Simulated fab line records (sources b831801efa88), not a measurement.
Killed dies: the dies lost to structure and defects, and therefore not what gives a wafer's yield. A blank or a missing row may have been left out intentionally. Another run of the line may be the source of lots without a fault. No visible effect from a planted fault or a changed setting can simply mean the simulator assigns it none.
Which tool was responsible? || flow gf180mcu || Sampling: 12 lots, 36 wafers, 5 of 602 route steps

## WHAT THE GAUGES SHOWED, per wafer
GF_DNWELL_TW_MEAS_09. Usual: for DNWELL_TW the level is 1339 and the standard deviation is 12.
{"lot": "L641", "measured": "day 2 21:21", "on": "filmMetro-04", "DNWELL_TW": "1340 1341 1341", "flag": ""}
{"lot": "L642", "measured": "day 2 23:51", "on": "filmMetro-01", "DNWELL_TW": "1336 1328 1340", "flag": ""}
{"lot": "L643", "measured": "day 3 05:08", "on": "filmMetro-04", "DNWELL_TW": "1329 1332 1331", "flag": ""}
{"lot": "L645", "measured": "day 3 15:36", "on": "filmMetro-01", "DNWELL_TW": "1319 1319 1329", "flag": ""}
{"lot": "L646", "measured": "day 3 21:58", "on": "filmMetro-01", "DNWELL_TW": "1320 1334 1324", "flag": ""}
{"lot": "L647", "measured": "day 4 04:06", "on": "filmMetro-04", "DNWELL_TW": "1322 1317 1312", "flag": ""}
{"lot": "L648", "measured": "day 4 07:23", "on": "filmMetro-01", "DNWELL_TW": "1218 1226 1223", "flag": "OFF"}
{"lot": "L649", "measured": "day 4 14:05", "on": "filmMetro-03", "DNWELL_TW": "1231 1227 1228", "flag": "OFF"}
{"lot": "L660", "measured": "day 6 22:43", "on": "filmMetro-01", "DNWELL_TW": "1355 1348 1363", "flag": ""}
{"lot": "L661", "measured": "day 7 05:49", "on": "filmMetro-04", "DNWELL_TW": "1326 1333 1325", "flag": ""}
{"lot": "L663", "measured": "day 7 14:56", "on": "filmMetro-04", "DNWELL_TW": "1327 1332 1333", "flag": ""}
{"lot": "L664", "measured": "day 7 19:46", "on": "filmMetro-01", "DNWELL_TW": "1345 1344 1337", "flag": ""}

GF_HV_LDD_OVL_MEAS_20. Usual: for HV_LDD_01_OVL the level is 0.8 nm and the standard deviation is 1.3.
{"lot": "L641", "measured": "day 10 19:07", "on": "overlay-02", "HV_LDD_01_OVL (nm)": "-0.4 1.7 -0.9", "flag": ""}
{"lot": "L642", "measured": "day 10 23:13", "on": "overlay-01", "HV_LDD_01_OVL (nm)": "0.3 -0.8 -1.9", "flag": ""}
{"lot": "L643", "measured": "day 11 04:37", "on": "overlay-01", "HV_LDD_01_OVL (nm)": "3.5 2.6 2.7", "flag": ""}
{"lot": "L645", "measured": "day 12 01:34", "on": "overlay-01", "HV_LDD_01_OVL (nm)": "-0.5 -0.5 0.7", "flag": ""}
{"lot": "L646", "measured": "day 12 13:28", "on": "overlay-02", "HV_LDD_01_OVL (nm)": "2.9 1.7 2.8", "flag": ""}
{"lot": "L647", "measured": "day 12 16:40", "on": "overlay-01", "HV_LDD_01_OVL (nm)": "0.7 -0.3 -1.5", "flag": ""}
{"lot": "L648", "measured": "day 12 19:49", "on": "overlay-02", "HV_LDD_01_OVL (nm)": "1.7 3.2 0.4", "flag": ""}
{"lot": "L649", "measured": "day 13 06:52", "on": "overlay-02", "HV_LDD_01_OVL (nm)": "3.9 1.5 2.3", "flag": ""}
{"lot": "L660", "measured": "day 16 17:34", "on": "overlay-02", "HV_LDD_01_OVL (nm)": "1.4 2.5 -0.3", "flag": ""}
{"lot": "L661", "measured": "day 16 23:16", "on": "overlay-01", "HV_LDD_01_OVL (nm)": "0.6 1.2 1.6", "flag": ""}
{"lot": "L663", "measured": "day 17 15:01", "on": "overlay-01", "HV_LDD_01_OVL (nm)": "-0.3 0.0 0.8", "flag": ""}
{"lot": "L664", "measured": "day 18 00:46", "on": "overlay-01", "HV_LDD_01_OVL (nm)": "-1.5 0.1 -1.4", "flag": ""}

## WHAT TOOL EACH LOT RAN ON (gives the tool, then ch and the chambers of the sampled wafers, and finally the start)
{"lot": "L641", "GF_DNWELL_IMPLANT_07": "implanter-04 ch 0, day 2 21:07", "GF_POLY_GATE_STRIP_14": "plasmaAsher-02 ch 0,1, day 9 06:02", "GF_HV_LDD_STRIP_10": "plasmaAsher-01 ch 0,1, day 10 01:14"}
{"lot": "L642", "GF_DNWELL_IMPLANT_07": "implanter-04 ch 0, day 2 23:37", "GF_POLY_GATE_STRIP_14": "plasmaAsher-02 ch 0,1, day 9 09:45", "GF_HV_LDD_STRIP_10": "plasmaAsher-04 ch 0,1, day 10 05:08"}
{"lot": "L643", "GF_DNWELL_IMPLANT_07": "implanter-04 ch 0, day 3 04:53", "GF_POLY_GATE_STRIP_14": "plasmaAsher-01 ch 0,1, day 9 15:33", "GF_HV_LDD_STRIP_10": "plasmaAsher-03 ch 0,1, day 10 10:41"}
{"lot": "L645", "GF_DNWELL_IMPLANT_07": "implanter-02 ch 0, day 3 15:22", "GF_POLY_GATE_STRIP_14": "plasmaAsher-04 ch 0,1, day 10 08:18", "GF_HV_LDD_STRIP_10": "plasmaAsher-04 ch 0,1, day 11 07:05"}
{"lot": "L646", "GF_DNWELL_IMPLANT_07": "implanter-02 ch 0, day 3 21:46", "GF_POLY_GATE_STRIP_14": "plasmaAsher-02 ch 0,1, day 10 21:02", "GF_HV_LDD_STRIP_10": "plasmaAsher-01 ch 0,1, day 11 17:47"}
{"lot": "L647", "GF_DNWELL_IMPLANT_07": "implanter-02 ch 0, day 4 03:52", "GF_POLY_GATE_STRIP_14": "plasmaAsher-01 ch 0,1, day 11 01:29", "GF_HV_LDD_STRIP_10": "plasmaAsher-04 ch 0,1, day 11 21:47"}
{"lot": "L648", "GF_DNWELL_IMPLANT_07": "implanter-02 ch 0, day 4 07:08", "GF_POLY_GATE_STRIP_14": "plasmaAsher-02 ch 0,1, day 11 03:45", "GF_HV_LDD_STRIP_10": "plasmaAsher-01 ch 0,1, day 12 00:02"}
{"lot": "L649", "GF_DNWELL_IMPLANT_07": "implanter-02 ch 0, day 4 13:50", "GF_POLY_GATE_STRIP_14": "plasmaAsher-01 ch 0,1, day 11 13:20", "GF_HV_LDD_STRIP_10": "plasmaAsher-04 ch 0,1, day 12 10:53"}
{"lot": "L660", "GF_DNWELL_IMPLANT_07": "implanter-04 ch 0, day 6 22:31", "GF_POLY_GATE_STRIP_14": "plasmaAsher-04 ch 0,1, day 14 19:46", "GF_HV_LDD_STRIP_10": "plasmaAsher-01 ch 0,1, day 15 19:23"}
{"lot": "L661", "GF_DNWELL_IMPLANT_07": "implanter-04 ch 0, day 7 05:35", "GF_POLY_GATE_STRIP_14": "plasmaAsher-01 ch 0,1, day 15 02:46", "GF_HV_LDD_STRIP_10": "plasmaAsher-01 ch 0,1, day 16 01:59"}
{"lot": "L663", "GF_DNWELL_IMPLANT_07": "implanter-01 ch 0, day 7 14:41", "GF_POLY_GATE_STRIP_14": "plasmaAsher-04 ch 0,1, day 15 16:17", "GF_HV_LDD_STRIP_10": "plasmaAsher-04 ch 0,1, day 16 16:08"}
{"lot": "L664", "GF_DNWELL_IMPLANT_07": "implanter-02 ch 0, day 7 19:34", "GF_POLY_GATE_STRIP_14": "plasmaAsher-04 ch 0,1, day 16 00:22", "GF_HV_LDD_STRIP_10": "plasmaAsher-01 ch 0,1, day 17 01:28"}
- GF_DNWELL_IMPLANT_07
- GF_POLY_GATE_STRIP_14: strips in O2/N2.
- GF_HV_LDD_STRIP_10: strips in O2/N2.

## WHAT THE TOOLS THEMSELVES READ (means of the sampled wafers that have a number; where no wafer has one, the mark that the record gives instead)
GF_DNWELL_IMPLANT_07. Usual: beamEnergyKeV 1500.0, standard deviation 0.41; doseIonsCm2 1e+13, standard deviation 1.2e+10; faradayCurrentUA 56.4, standard deviation 1.2.
{"lot": "L641", "tool": "implanter-04", "beamEnergyKeV": 1499.8, "doseIonsCm2": 1e+13, "faradayCurrentUA": 55.9, "flag": ""}
{"lot": "L642", "tool": "implanter-04", "beamEnergyKeV": 1499.7, "doseIonsCm2": 1e+13, "faradayCurrentUA": 56.3, "flag": ""}
{"lot": "L643", "tool": "implanter-04", "beamEnergyKeV": 1500.0, "doseIonsCm2": 1e+13, "faradayCurrentUA": 56.2, "flag": ""}
{"lot": "L645", "tool": "implanter-02", "beamEnergyKeV": 1500.1, "doseIonsCm2": 1e+13, "faradayCurrentUA": 56.9, "flag": ""}
{"lot": "L646", "tool": "implanter-02", "beamEnergyKeV": 1499.8, "doseIonsCm2": 1e+13, "faradayCurrentUA": 57.3, "flag": ""}
{"lot": "L647", "tool": "implanter-02", "beamEnergyKeV": 1499.9, "doseIonsCm2": 1e+13, "faradayCurrentUA": 55.7, "flag": ""}
{"lot": "L648", "tool": "implanter-02", "beamEnergyKeV": 1500.0, "doseIonsCm2": 8e+12, "faradayCurrentUA": 42.2, "flag": "OFF"}
{"lot": "L649", "tool": "implanter-02", "beamEnergyKeV": 1499.2, "doseIonsCm2": 7e+12, "faradayCurrentUA": 41.2, "flag": "OFF"}
{"lot": "L660", "tool": "implanter-04", "beamEnergyKeV": 1500.2, "doseIonsCm2": 1e+13, "faradayCurrentUA": 55.8, "flag": ""}
{"lot": "L661", "tool": "implanter-04", "beamEnergyKeV": 1499.9, "doseIonsCm2": 1e+13, "faradayCurrentUA": 56.1, "flag": ""}
{"lot": "L663", "tool": "implanter-01", "beamEnergyKeV": 1500.3, "doseIonsCm2": 1e+13, "faradayCurrentUA": 57.0, "flag": ""}
{"lot": "L664", "tool": "implanter-02", "beamEnergyKeV": 1499.7, "doseIonsCm2": 1e+13, "faradayCurrentUA": 56.7, "flag": ""}

GF_POLY_GATE_STRIP_14. Usual: drypumpMotorCurrentA 5.77 A, standard deviation 0.28; heaterPowerW 331 W, standard deviation 24; oesProductAu 0.504 a.u., standard deviation 0.0044.
{"lot": "L641", "tool": "plasmaAsher-02", "drypumpMotorCurrentA (A)": 5.86, "heaterPowerW (W)": 319, "oesProductAu (a.u.)": 0.504, "flag": ""}
{"lot": "L642", "tool": "plasmaAsher-02", "drypumpMotorCurrentA (A)": 5.88, "heaterPowerW (W)": 316, "oesProductAu (a.u.)": 0.503, "flag": ""}
{"lot": "L643", "tool": "plasmaAsher-01", "drypumpMotorCurrentA (A)": 5.85, "heaterPowerW (W)": 329, "oesProductAu (a.u.)": 0.505, "flag": ""}
{"lot": "L645", "tool": "plasmaAsher-04", "drypumpMotorCurrentA (A)": 5.71, "heaterPowerW (W)": 334, "oesProductAu (a.u.)": 0.504, "flag": ""}
{"lot": "L646", "tool": "plasmaAsher-02", "drypumpMotorCurrentA (A)": 5.88, "heaterPowerW (W)": 315, "oesProductAu (a.u.)": 0.504, "flag": ""}
{"lot": "L647", "tool": "plasmaAsher-01", "drypumpMotorCurrentA (A)": 5.89, "heaterPowerW (W)": 350, "oesProductAu (a.u.)": 0.506, "flag": ""}
{"lot": "L648", "tool": "plasmaAsher-02", "drypumpMotorCurrentA (A)": 5.87, "heaterPowerW (W)": 320, "oesProductAu (a.u.)": 0.507, "flag": ""}
{"lot": "L649", "tool": "plasmaAsher-01", "drypumpMotorCurrentA (A)": 5.85, "heaterPowerW (W)": 328, "oesProductAu (a.u.)": 0.507, "flag": ""}
{"lot": "L660", "tool": "plasmaAsher-04", "drypumpMotorCurrentA (A)": 5.45, "heaterPowerW (W)": 332, "oesProductAu (a.u.)": 0.502, "flag": ""}
{"lot": "L661", "tool": "plasmaAsher-01", "drypumpMotorCurrentA (A)": 5.85, "heaterPowerW (W)": 320, "oesProductAu (a.u.)": 0.500, "flag": ""}
{"lot": "L663", "tool": "plasmaAsher-04", "drypumpMotorCurrentA (A)": 5.45, "heaterPowerW (W)": 330, "oesProductAu (a.u.)": 0.505, "flag": ""}
{"lot": "L664", "tool": "plasmaAsher-04", "drypumpMotorCurrentA (A)": 5.46, "heaterPowerW (W)": 328, "oesProductAu (a.u.)": 0.502, "flag": ""}

GF_HV_LDD_STRIP_10. Usual: drypumpMotorCurrentA 5.7 A, standard deviation 0.39; heaterPowerW 331 W, standard deviation 22; oesProductAu 0.716 a.u., standard deviation 0.0043; stripTimeToEndpointS 12.64 s, standard deviation 0.038.
{"lot": "L641", "tool": "plasmaAsher-01", "drypumpMotorCurrentA (A)": 5.8, "heaterPowerW (W)": 328, "oesProductAu (a.u.)": 0.714, "stripTimeToEndpointS (s)": 12.59, "flag": ""}
{"lot": "L642", "tool": "plasmaAsher-04", "drypumpMotorCurrentA (A)": 5.4, "heaterPowerW (W)": 332, "oesProductAu (a.u.)": 0.718, "stripTimeToEndpointS (s)": 12.63, "flag": ""}
{"lot": "L643", "tool": "plasmaAsher-03", "drypumpMotorCurrentA (A)": 5.3, "heaterPowerW (W)": 320, "oesProductAu (a.u.)": 0.719, "stripTimeToEndpointS (s)": 12.67, "flag": ""}
{"lot": "L645", "tool": "plasmaAsher-04", "drypumpMotorCurrentA (A)": 5.5, "heaterPowerW (W)": 328, "oesProductAu (a.u.)": 0.718, "stripTimeToEndpointS (s)": 12.58, "flag": ""}
{"lot": "L646", "tool": "plasmaAsher-01", "drypumpMotorCurrentA (A)": 5.9, "heaterPowerW (W)": 351, "oesProductAu (a.u.)": 0.715, "stripTimeToEndpointS (s)": 12.62, "flag": ""}
{"lot": "L647", "tool": "plasmaAsher-04", "drypumpMotorCurrentA (A)": 5.4, "heaterPowerW (W)": 333, "oesProductAu (a.u.)": 0.716, "stripTimeToEndpointS (s)": 12.61, "flag": ""}
{"lot": "L648", "tool": "plasmaAsher-01", "drypumpMotorCurrentA (A)": 5.9, "heaterPowerW (W)": 349, "oesProductAu (a.u.)": 0.714, "stripTimeToEndpointS (s)": 12.62, "flag": ""}
{"lot": "L649", "tool": "plasmaAsher-04", "drypumpMotorCurrentA (A)": 5.4, "heaterPowerW (W)": 327, "oesProductAu (a.u.)": 0.722, "stripTimeToEndpointS (s)": 12.62, "flag": ""}
{"lot": "L660", "tool": "plasmaAsher-01", "drypumpMotorCurrentA (A)": 5.9, "heaterPowerW (W)": 351, "oesProductAu (a.u.)": 0.720, "stripTimeToEndpointS (s)": 12.65, "flag": ""}
{"lot": "L661", "tool": "plasmaAsher-01", "drypumpMotorCurrentA (A)": 5.8, "heaterPowerW (W)": 323, "oesProductAu (a.u.)": 0.716, "stripTimeToEndpointS (s)": 12.68, "flag": ""}
{"lot": "L663", "tool": "plasmaAsher-04", "drypumpMotorCurrentA (A)": 5.7, "heaterPowerW (W)": 335, "oesProductAu (a.u.)": 0.719, "stripTimeToEndpointS (s)": 12.62, "flag": ""}
{"lot": "L664", "tool": "plasmaAsher-01", "drypumpMotorCurrentA (A)": 5.9, "heaterPowerW (W)": 349, "oesProductAu (a.u.)": 0.717, "stripTimeToEndpointS (s)": 12.69, "flag": ""}

## THE ANSWER, worked out from the rows above alone
Rule: a lot counts as off when the mean over its wafers that have a number is more than 3 standard deviations away from the usual mean. Also off: a lot with no number at a reading for which 4 or more lots have one. Where the step has rows for the other lots, those lots are counted as sound. First the gauges in route order, then the tools' own readings, where a lot's mean is used as printed above. At the first step where some lot is off, the reading lying furthest off is the one used; lots without a number count as furthest.
Off: L648, L649, seen at GF_DNWELL_TW_MEAS_09 (DNWELL_TW).
A tool fits if, at a process step before that reading, it ran every lot that is off, and no sound lot after the first of them. The gauges at GF_DNWELL_TW_MEAS_09 aren't tried: what is off there is off at GF_DNWELL_IMPLANT_07 too, on other tools, and a gauge's error can't cause that. Of those tried, none fits.

## WHAT WAS PUT IN BY THE SIMULATOR
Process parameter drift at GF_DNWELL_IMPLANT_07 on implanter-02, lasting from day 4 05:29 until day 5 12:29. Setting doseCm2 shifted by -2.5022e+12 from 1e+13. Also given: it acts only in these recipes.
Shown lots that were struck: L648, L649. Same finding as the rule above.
